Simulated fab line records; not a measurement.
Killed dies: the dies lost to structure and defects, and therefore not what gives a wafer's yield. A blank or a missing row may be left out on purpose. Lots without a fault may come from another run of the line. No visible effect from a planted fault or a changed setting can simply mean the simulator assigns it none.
Which tool did it?	flow sky130	72 wafers from 24 lots sampled at 6 of the route's 708 steps

## WHAT EACH GAUGE READ, for each wafer
SKY_VIA3_RS_MEAS_22: uses a four-point probe to measure.
lot	measured	on	VIA3_W_RS (ohm/sq)
L074	day 39 23:31	filmMetro-02	0.296 0.290 0.295
L075	day 40 05:31	filmMetro-02	0.299 0.300 0.297
L076	day 40 11:55	filmMetro-02	0.297 0.290 0.291
L078	day 40 21:11	filmMetro-02	0.297 0.298 0.295
L077	day 41 01:05	filmMetro-03	0.293 0.289 0.292
L079	day 41 15:27	filmMetro-02	0.299 0.297 0.298
L080	day 41 16:13	filmMetro-04	0.293 0.289 0.295
L081	day 42 03:02	filmMetro-04	0.290 0.293 0.289
L082	day 42 03:55	filmMetro-04	0.295 0.295 0.289
L083	day 42 10:06	filmMetro-04	0.293 0.293 0.294
L084	day 43 00:47	filmMetro-03	0.297 0.291 0.293
L085	day 43 03:30	filmMetro-03	0.294 0.292 0.302
L086	day 43 11:29	filmMetro-04	0.293 0.293 0.294
L087	day 43 14:37	filmMetro-02	0.299 0.296 0.299
L088	day 44 00:14	filmMetro-04	0.297 0.300 0.294
L089	day 44 11:48	filmMetro-03	0.288 0.301 0.298
L091	day 44 18:46	filmMetro-03	0.288 0.288 0.287
L090	day 44 19:17	filmMetro-04	0.302 0.300 0.297
L092	day 45 06:28	filmMetro-04	0.288 0.288 0.289
L093	day 45 13:20	filmMetro-04	0.291 0.297 0.286
L094	day 45 19:52	filmMetro-03	0.294 0.296 0.291
L097	day 46 06:55	filmMetro-04	0.294 0.290 0.288
L095	day 46 07:47	filmMetro-04	0.298 0.297 0.299
L096	day 46 11:21	filmMetro-02	0.295 0.296 0.294

## WHICH TOOL RAN EACH LOT (tool, then ch and the chambers of the sampled wafers, then the start)
lot	SKY_METAL2_SPUTTER_01	SKY_METAL2_ETCH_18	SKY_METAL3_SPUTTER_00	SKY_METAL3_ETCH_16	SKY_VIA3_SPUTTER_20
L074	pvdSputter-04, day 34 06:40	rieMetal-01 ch 0,1, day 35 09:37	pvdSputter-01, day 36 15:13	rieMetal-04 ch 0,1, day 38 20:38	pvdSputter-02, day 39 23:13
L075	pvdSputter-03, day 34 11:00	rieMetal-04 ch 0, day 35 14:28	pvdSputter-02, day 36 20:04	rieMetal-01 ch 1, day 39 01:01	pvdSputter-02, day 40 05:20
L076	pvdSputter-02, day 34 20:51	rieMetal-01 ch 0,1, day 35 23:40	pvdSputter-01, day 37 04:29	rieMetal-02 ch 0,1, day 39 09:05	pvdSputter-04, day 40 11:44
L078	pvdSputter-03, day 35 05:58	rieMetal-01 ch 0,1, day 36 08:05	pvdSputter-03, day 37 13:20	rieMetal-01 ch 0,1, day 39 18:05	pvdSputter-02, day 40 21:01
L077	pvdSputter-03, day 35 09:56	rieMetal-03 ch 0,1, day 36 13:13	pvdSputter-01, day 37 18:11	rieMetal-02 ch 0,1, day 39 22:16	pvdSputter-02, day 41 00:55
L079	pvdSputter-04, day 36 02:16	rieMetal-03 ch 0, day 37 04:56	pvdSputter-01, day 38 09:57	rieMetal-01 ch 0,1, day 40 12:29	pvdSputter-03, day 41 15:16
L080	pvdSputter-02, day 36 03:54	rieMetal-01 ch 0,1, day 37 06:31	pvdSputter-02, day 38 10:35	rieMetal-01 ch 0,1, day 40 13:30	pvdSputter-04, day 41 16:02
L081	pvdSputter-02, day 36 14:56	rieMetal-03 ch 0, day 37 17:14	pvdSputter-03, day 38 22:22	rieMetal-01 ch 0,1, day 41 00:32	pvdSputter-04, day 42 02:51
L082	pvdSputter-03, day 36 15:32	rieMetal-04 ch 0,1, day 37 18:09	pvdSputter-01, day 38 22:56	rieMetal-02 ch 0,1, day 41 00:56	pvdSputter-03, day 42 03:41
L083	pvdSputter-03, day 36 22:11	rieMetal-03 ch 0, day 38 00:58	pvdSputter-01, day 39 05:14	rieMetal-01 ch 0,1, day 41 08:06	pvdSputter-03, day 42 09:55
L084	pvdSputter-02, day 37 17:01	rieMetal-01 ch 1, day 38 18:44	pvdSputter-03, day 39 22:43	rieMetal-04 ch 0,1, day 41 23:09	pvdSputter-04, day 43 00:35
L085	pvdSputter-04, day 37 17:19	rieMetal-03 ch 0, day 38 20:22	pvdSputter-01, day 40 00:15	rieMetal-02 ch 0,1, day 42 01:17	pvdSputter-04, day 43 03:17
L086	pvdSputter-04, day 38 02:38	rieMetal-01 ch 1, day 39 04:54	pvdSputter-01, day 40 08:47	rieMetal-01 ch 0,1, day 42 09:44	pvdSputter-03, day 43 11:18
L087	pvdSputter-02, day 38 08:32	rieMetal-04 ch 0,1, day 39 09:19	pvdSputter-01, day 40 12:42	rieMetal-02 ch 0,1, day 42 12:53	pvdSputter-02, day 43 14:26
L088	pvdSputter-04, day 38 18:45	rieMetal-04 ch 0,1, day 39 19:31	pvdSputter-01, day 40 23:35	rieMetal-02 ch 0,1, day 42 23:53	pvdSputter-04, day 43 23:56
L089	pvdSputter-03, day 39 03:27	rieMetal-04 ch 0,1, day 40 05:07	pvdSputter-02, day 41 08:19	rieMetal-04 ch 0,1, day 43 08:29	pvdSputter-03, day 44 11:35
L091	pvdSputter-02, day 39 14:06	rieMetal-03 ch 1, day 40 15:06	pvdSputter-03, day 41 17:44	rieMetal-02 ch 0,1, day 43 18:12	pvdSputter-04, day 44 18:34
L090	pvdSputter-03, day 39 14:23	rieMetal-04 ch 0,1, day 40 15:25	pvdSputter-01, day 41 17:56	rieMetal-04 ch 0,1, day 43 18:29	pvdSputter-04, day 44 19:04
L092	pvdSputter-04, day 40 02:13	rieMetal-04 ch 0, day 41 02:47	pvdSputter-03, day 42 05:41	rieMetal-04 ch 0,1, day 44 05:14	pvdSputter-02, day 45 06:17
L093	pvdSputter-02, day 40 10:20	rieMetal-03 ch 0,1, day 41 11:27	pvdSputter-03, day 42 14:03	rieMetal-04 ch 0,1, day 44 12:44	pvdSputter-04, day 45 13:08
L094	pvdSputter-03, day 40 19:46	rieMetal-04 ch 0,1, day 41 19:42	pvdSputter-03, day 42 22:36	rieMetal-04 ch 0,1, day 44 19:12	pvdSputter-03, day 45 19:41
L097	pvdSputter-03, day 41 06:17	rieMetal-04 ch 0,1, day 42 06:23	pvdSputter-03, day 43 10:58	rieMetal-01 ch 0,1, day 45 06:33	pvdSputter-04, day 46 06:44
L095	pvdSputter-04, day 41 06:25	rieMetal-03 ch 0,1, day 42 06:27	pvdSputter-01, day 43 11:34	rieMetal-02 ch 0,1, day 45 07:42	pvdSputter-02, day 46 07:35
L096	pvdSputter-02, day 41 09:55	rieMetal-03 ch 0,1, day 42 10:13	pvdSputter-03, day 43 13:55	rieMetal-04 ch 0,1, day 45 11:44	pvdSputter-04, day 46 11:10
- SKY_METAL2_SPUTTER_01: material TiN, target thk 20 nm, time 16.7 s.
- SKY_METAL2_ETCH_18: etches BARC in N2/H2, stops on SiO2, time 45.9 s, target depth 60 nm.
- SKY_METAL3_SPUTTER_00: material Ti, target thk 15 nm, time 10 s.
- SKY_METAL3_ETCH_16: etches BARC in N2/H2, stops on SiO2, time 88.2 s, target depth 60 nm.
- SKY_VIA3_SPUTTER_20: material TiN, target thk 20 nm, time 80 s.

## WHAT THE TOOLS THEMSELVES READ (means of the sampled wafers that have a number; where no wafer has one, the mark that the record gives instead)
SKY_METAL2_SPUTTER_01.
lot	tool	chamberPressurePa (Pa)	throttleValvePct (%)
L074	pvdSputter-04	0.4005	29.7
L075	pvdSputter-03	0.3997	29.5
L076	pvdSputter-02	0.3995	29.4
L078	pvdSputter-03	0.3996	29.8
L077	pvdSputter-03	0.3996	29.5
L079	pvdSputter-04	0.3996	29.5
L080	pvdSputter-02	0.3998	30.2
L081	pvdSputter-02	0.4000	29.3
L082	pvdSputter-03	0.4000	29.7
L083	pvdSputter-03	0.3997	29.8
L084	pvdSputter-02	0.4007	29.4
L085	pvdSputter-04	0.3994	30.7
L086	pvdSputter-04	0.4006	29.7
L087	pvdSputter-02	0.4003	29.0
L088	pvdSputter-04	0.3999	29.6
L089	pvdSputter-03	0.4004	30.3
L091	pvdSputter-02	0.4004	30.0
L090	pvdSputter-03	0.4003	29.5
L092	pvdSputter-04	0.4003	30.0
L093	pvdSputter-02	0.3996	29.3
L094	pvdSputter-03	0.4007	30.2
L097	pvdSputter-03	0.4000	29.9
L095	pvdSputter-04	0.4005	30.4
L096	pvdSputter-02	0.3999	30.1

SKY_METAL2_ETCH_18.
lot	tool	drypumpMotorCurrentA (A)	oesProductAu (a.u.)	throttleValvePct (%)
L074	rieMetal-01	5.6	0.854	13.229
L075	rieMetal-04	6.2	0.856	13.215
L076	rieMetal-01	5.9	0.854	13.220
L078	rieMetal-01	5.6	0.854	13.223
L077	rieMetal-03	5.6	0.863	13.226
L079	rieMetal-03	5.4	0.859	13.230
L080	rieMetal-01	5.9	0.853	13.224
L081	rieMetal-03	5.4	0.849	13.225
L082	rieMetal-04	5.3	0.858	13.222
L083	rieMetal-03	5.4	0.858	13.225
L084	rieMetal-01	5.2	0.855	13.213
L085	rieMetal-03	5.4	0.854	13.218
L086	rieMetal-01	5.2	0.855	13.235
L087	rieMetal-04	5.3	0.853	13.225
L088	rieMetal-04	5.3	0.856	13.225
L089	rieMetal-04	5.8	0.853	13.232
L091	rieMetal-03	6.1	0.854	13.226
L090	rieMetal-04	5.8	0.855	13.216
L092	rieMetal-04	6.2	0.852	13.236
L093	rieMetal-03	5.9	0.855	13.222
L094	rieMetal-04	5.8	0.855	13.230
L097	rieMetal-04	5.3	0.854	13.229
L095	rieMetal-03	5.9	0.852	13.220
L096	rieMetal-03	5.6	0.857	13.227

SKY_METAL3_SPUTTER_00.
lot	tool	chamberPressurePa (Pa)	throttleValvePct (%)
L074	pvdSputter-01	0.3999	30.1
L075	pvdSputter-02	0.3995	28.9
L076	pvdSputter-01	0.4008	30.3
L078	pvdSputter-03	0.3998	29.7
L077	pvdSputter-01	0.4007	29.5
L079	pvdSputter-01	0.3995	31.7
L080	pvdSputter-02	0.3999	29.3
L081	pvdSputter-03	0.3991	29.8
L082	pvdSputter-01	0.3995	31.8
L083	pvdSputter-01	0.4001	29.6
L084	pvdSputter-03	0.4006	29.9
L085	pvdSputter-01	0.4000	29.5
L086	pvdSputter-01	0.3999	30.8
L087	pvdSputter-01	0.4008	30.7
L088	pvdSputter-01	0.4000	30.1
L089	pvdSputter-02	0.4008	30.1
L091	pvdSputter-03	0.4005	30.0
L090	pvdSputter-01	0.4003	31.1
L092	pvdSputter-03	0.4000	29.8
L093	pvdSputter-03	0.3998	30.1
L094	pvdSputter-03	0.4005	29.5
L097	pvdSputter-03	0.3995	29.7
L095	pvdSputter-01	0.4008	29.7
L096	pvdSputter-03	0.4000	29.9

SKY_METAL3_ETCH_16.
lot	tool	drypumpMotorCurrentA (A)	oesProductAu (a.u.)	throttleValvePct (%)
L074	rieMetal-04	5.8	0.630	13.209
L075	rieMetal-01	5.2	0.624	13.208
L076	rieMetal-02	5.0	0.625	13.200
L078	rieMetal-01	5.9	0.619	13.199
L077	rieMetal-02	5.1	0.626	13.205
L079	rieMetal-01	5.5	0.625	13.215
L080	rieMetal-01	5.9	0.621	13.210
L081	rieMetal-01	5.6	0.621	13.208
L082	rieMetal-02	5.0	0.629	13.205
L083	rieMetal-01	5.9	0.623	13.205
L084	rieMetal-04	5.8	0.628	13.211
L085	rieMetal-02	5.0	0.621	13.200
L086	rieMetal-01	5.6	0.626	13.201
L087	rieMetal-02	5.1	0.625	13.201
L088	rieMetal-02	5.0	0.621	13.206
L089	rieMetal-04	5.3	0.628	13.203
L091	rieMetal-02	5.0	0.626	13.207
L090	rieMetal-04	5.3	0.627	13.199
L092	rieMetal-04	5.3	0.633	13.206
L093	rieMetal-04	5.3	0.627	13.205
L094	rieMetal-04	5.3	0.629	13.210
L097	rieMetal-01	5.9	0.629	13.196
L095	rieMetal-02	5.1	0.622	13.202
L096	rieMetal-04	5.3	0.628	13.207

SKY_VIA3_SPUTTER_20.
lot	tool	chamberPressurePa (Pa)	throttleValvePct (%)
L074	pvdSputter-02	5.007	29.9
L075	pvdSputter-02	4.996	29.5
L076	pvdSputter-04	5.006	30.0
L078	pvdSputter-02	5.004	29.4
L077	pvdSputter-02	4.997	28.9
L079	pvdSputter-03	5.003	29.6
L080	pvdSputter-04	5.003	29.3
L081	pvdSputter-04	5.007	29.7
L082	pvdSputter-03	4.988	29.7
L083	pvdSputter-03	5.002	29.5
L084	pvdSputter-04	4.994	29.5
L085	pvdSputter-04	4.998	29.6
L086	pvdSputter-03	5.000	29.7
L087	pvdSputter-02	4.993	30.0
L088	pvdSputter-04	5.001	30.6
L089	pvdSputter-03	4.993	29.7
L091	pvdSputter-04	5.001	30.1
L090	pvdSputter-04	4.998	29.9
L092	pvdSputter-02	5.004	30.6
L093	pvdSputter-04	5.006	28.0
L094	pvdSputter-03	5.003	29.8
L097	pvdSputter-04	4.993	29.2
L095	pvdSputter-02	4.999	29.0
L096	pvdSputter-04	4.998	29.0

## THE ANSWER, worked out from the rows above alone
Rule: what is usual is taken from the lots themselves. Put in order of their means at a reading, lots are off if they are a third of the lots or fewer, leave a main group of 4 or more, and stand apart from it by a gap of 3 or more times the standard deviation of the main group's means; of several such gaps the widest counts. The tables above print the reading to a certain number of digits; a main group whose means all agree to those digits is not used. Also off: a lot with no number at a reading for which 4 or more lots have one. The other lots that the step has rows for count as sound. Order of review: gauges by route order, followed by the tools' own readings, for which a lot's mean as printed above is used. The first step at which some lot is off is used, and at that step the reading that is off furthest; a lot without a number counts as furthest.
None of the lots is off at any reading shown; this tells nothing.

## WHAT THE SIMULATOR PUT IN
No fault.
